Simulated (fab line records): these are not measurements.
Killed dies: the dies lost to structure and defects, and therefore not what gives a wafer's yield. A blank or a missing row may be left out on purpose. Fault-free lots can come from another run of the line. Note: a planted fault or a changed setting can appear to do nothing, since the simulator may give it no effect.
The same fault as seen by 2 desks | flow gf180mcu | numbers are kept per desk, each desk with only its own; the story behind them comes last

## AT THE TOOL OWNER'S DESK: implanter-01
GF_NWELL_IMPLANT_09, tool's own readings: per-lot mean of the sampled wafers with a number, covering each lot this tool ran. A lot is out of limits, marked OUT, if its mean lies more than 4 standard deviations from the usual mean; the brackets give that distance.
Columns: A = dose_ions_cm2 at GF_NWELL_IMPLANT_09, usual 4e+12; B = end_station_pressure_torr at GF_NWELL_IMPLANT_09, usual 5e-06 Torr; C = faraday_current_uA at GF_NWELL_IMPLANT_09, usual 22.6
lot  | first seen here | A                       | B     | C
L289 | day 3 12:00     | 4e+12                   | 5e-06 | 22.7
L290 | day 3 19:16     | 4e+12                   | 5e-06 | 22.3
L296 | day 5 04:10     | 4e+12                   | 5e-06 | 22.2
L300 | day 6 03:06     | 4e+12                   | 5e-06 | 22.8
L301 | day 6 07:33     | 4e+12                   | 5e-06 | 22.8
L304 | day 7 00:21     | 5e+12 (+99 or more) OUT | 5e-06 | 26.7 (+9.5) OUT
L308 | day 7 21:34     | 5e+12 (+99 or more) OUT | 5e-06 | 26.5 (+9.1) OUT
Finding of this desk: L304, L308 out of limits; the first was L304 at day 7 00:21, on dose_ions_cm2 at GF_NWELL_IMPLANT_09. L289, L290, L296, L300, L301: within limits.

## METROLOGY DESK
Lot by lot, what the gauges showed, no matter which tool ran the lot: averages of those sampled wafers that carry a number. A lot is out of limits, marked OUT, if its mean lies more than 4 standard deviations from the usual mean; the brackets give that distance.
Columns: A = STI_OXIDATION_01_THK at GF_STI_THK_MEAS_22, usual 15.1 nm; B = MVSD_OVL at GF_MVSD_OVL_MEAS_07, usual 0.1 nm; C = NWELL_RS at GF_VT_IMPLANT_RS_MEAS_47, usual 487.8 ohm/sq
lot  | first seen here | A    | B    | C
L288 | day 2 04:14     | 15.1 | 0.4  | 486.7
L289 | day 2 08:27     | 15.0 | -0.2 | 487.1
L290 | day 2 14:56     | 15.1 | -0.4 | 487.0
L292 | day 2 23:38     | 15.2 | -2.1 | 487.2
L293 | day 3 05:56     | 14.9 | -0.3 | 488.9
L296 | day 3 21:46     | 15.3 | -0.4 | 490.4
L297 | day 4 02:00     | 14.8 | -1.4 | 486.2
L300 | day 4 17:43     | 15.3 | 2.3  | 487.9
L301 | day 4 22:55     | 15.0 | 0.8  | 485.8
L304 | day 5 14:50     | 14.8 | 0.2  | 475.5 (-8.8) OUT
L306 | day 6 01:10     | 14.5 | -0.2 | 487.4
L308 | day 6 10:45     | 14.9 | 0.3  | 474.9 (-9.2) OUT
L311 | day 7 03:17     | 15.1 | 0.2  | 486.5
This desk finds L304, L308 out of limits, with the earliest case on L304 at day 12 01:50 (NWELL_RS at GF_VT_IMPLANT_RS_MEAS_47). L288, L289, L290, L292, L293, L296, L297, L300, L301, L306, L311: within limits.

## BROUGHT TOGETHER
The tool owner's desk had the chance to raise an alarm at day 7 00:21 on L304, L308.
At day 12 01:50 the metrology desk could have sounded an alarm, on L304, L308.
The lots listed all ran GF_NWELL_IMPLANT_09 on implanter-01.

## WHAT HAD BEEN PUT IN BY THE SIMULATOR
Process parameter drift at GF_NWELL_IMPLANT_09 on implanter-01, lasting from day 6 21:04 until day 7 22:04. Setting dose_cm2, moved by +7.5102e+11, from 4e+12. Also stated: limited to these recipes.
Struck lots among those shown: L304, L308.
Hours from the fault's start to each desk's first reading out of limits: the tool owner's desk, 3; the metrology desk, 125.
